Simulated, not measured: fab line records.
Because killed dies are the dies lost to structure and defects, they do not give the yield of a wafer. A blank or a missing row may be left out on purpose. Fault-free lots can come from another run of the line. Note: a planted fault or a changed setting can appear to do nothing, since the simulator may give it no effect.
A single fault, viewed from 2 desks | flow gf180mcu | each desk has only its own numbers; what lay behind them comes last

== FOR THE TOOL OWNER'S DESK: rie diel-02 ==
The tool's own readings at GF_POLY_GATE_ETCH_12 (etches BARC in N2/H2): means of the sampled wafers that have a number, for each lot that ran on this tool. Any lot whose mean is over 4 standard deviations away from the usual mean is out of limits and marked OUT; that distance is given in the brackets.
Columns: A = drypump motor current A at GF_POLY_GATE_ETCH_12, usual 5.8 A; B = oes product au at GF_POLY_GATE_ETCH_12, usual 0.735 a.u.; C = rf fwd power W at GF_POLY_GATE_ETCH_12, usual 496.0 W; D = throttle valve pct at GF_POLY_GATE_ETCH_12, usual 13.215 %
lot  | first seen here | A   | B     | C                       | D
L506 | day 9 05:02     | 6.0 | 0.736 | 496.7                   | 13.223
L508 | day 9 18:20     | 5.8 | 0.733 | 496.1                   | 13.224
L520 | day 13 06:54    | 6.1 | 0.734 | 295.9 (-99 or more) OUT | 13.220
L528 | day 15 21:28    | 6.1 | 0.735 | 495.2                   | 13.217
This desk's verdict: out of limits on L520, starting with L520 at day 13 06:54 (rf fwd power W at GF_POLY_GATE_ETCH_12). Within limits: L506, L508, L528.

== THE METROLOGY DESK ==
What the gauges read for every lot (on any tool): the sampled wafers with a number, averaged. Any lot whose mean is over 4 standard deviations away from the usual mean is out of limits and marked OUT; that distance is given in the brackets.
Columns: A = STI_OXIDATION_02_THK at GF_STI_THK_MEAS_30, usual 10.12 nm; B = VT_IMPLANT_2_TW at GF_VT_IMPLANT_TW_MEAS_21, usual 1218; C = cd nm at GF_POLY_GATE_CD_MEAS_18, usual 279.3 nm
lot  | first seen here | A     | B    | C
L506 | day 2 07:14     | 10.19 | 1203 | 281.7
L508 | day 2 16:05     | 10.43 | 1201 | 279.8
L509 | day 2 21:37     | 9.86  | 1218 | 278.5
L510 | day 3 02:38     | 10.14 | 1227 | 275.9
L513 | day 3 18:47     | 10.14 | 1222 | 278.5
L520 | day 5 06:37     | 10.00 | 1222 | 284.4
L522 | day 5 16:23     | 10.14 | 1224 | 279.2
L524 | day 6 02:58     | 9.93  | 1227 | 279.3
L526 | day 6 14:50     | 9.89  | 1220 | 278.3
L527 | day 6 22:45     | 10.01 | 1201 | 280.5
L528 | day 7 01:37     | 9.98  | 1227 | 281.3
L529 | day 7 05:16     | 10.27 | 1221 | 278.4
This desk found nothing out of limits on any of the 12 lots.

== TAKEN TOGETHER ==
The tool owner's desk could have raised an alarm at day 13 06:54, on L520.
From the metrology desk's view, nothing was out of limits.
The metrology desk holds a record of L520, inside its limits.
Every lot named ran GF_POLY_GATE_ETCH_12 on rie diel-02.

== WHAT HAD BEEN PUT IN BY THE SIMULATOR ==
rie diel-02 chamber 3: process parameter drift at GF_POLY_GATE_ETCH_12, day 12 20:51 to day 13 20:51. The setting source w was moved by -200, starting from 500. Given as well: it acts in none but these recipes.
Shown lots that were struck: L520.
Time in hours from fault onset to the first out-of-limits reading at each desk: the tool owner's desk, 10.
